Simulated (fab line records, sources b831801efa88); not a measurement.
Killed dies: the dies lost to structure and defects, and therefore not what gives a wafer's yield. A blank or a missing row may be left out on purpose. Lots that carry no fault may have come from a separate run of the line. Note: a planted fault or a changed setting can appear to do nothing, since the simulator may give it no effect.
Matching of chambers	flow gf180mcu	GF_V5_CMP_04 on cmp-01: 4 sister chambers
The step polishes SiO2. 4 wafers are shown with their chamber, then 8 later ones without.

WAFERS PAIRED WITH THEIR CHAMBERS
wafer	chamber	motor_current_A (A)
L661.1	0	11.7
L671.1	2	14.0
L671.6	1	12.2
L672.2	3	14.9

WAFERS WITH NO CHAMBER GIVEN
wafer	motor_current_A (A)
L672.4	13.9
L672.5	12.1
L673.2	13.9
L673.4	12.2
L673.5	14.5
L676.1	11.9
L676.4	11.7
L676.6	12.5

THE CHAMBER EACH PASSED THROUGH
wafer	from the rows above	in truth
L672.4	2	2
L672.5	can't be placed: 1 or 0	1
L673.2	2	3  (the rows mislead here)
L673.4	1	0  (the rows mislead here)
L673.5	can't be placed: 3 or 2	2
L676.1	can't be placed: 0 or 1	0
L676.4	0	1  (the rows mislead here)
L676.6	1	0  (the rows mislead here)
Correct placement for 1 of the 8. Cannot be placed on the basis of these rows: 3; the candidates contain the true chamber in 3. Wrongly placed: 4.
How it was worked out, from the rows above alone: a wafer's distance from a chamber is the root of the sum, over the readings, of the square of ((its reading less the chamber's mean) divided by the reading's scatter). The wafer belongs to the nearest chamber; if the next one is less than 2 further off, it can't be placed. Each chamber's mean is taken over the wafers shown for it. The scatter (one wafer shown for each chamber): square how far every hidden wafer sits from the nearest shown wafer, average those squares and take the square root.
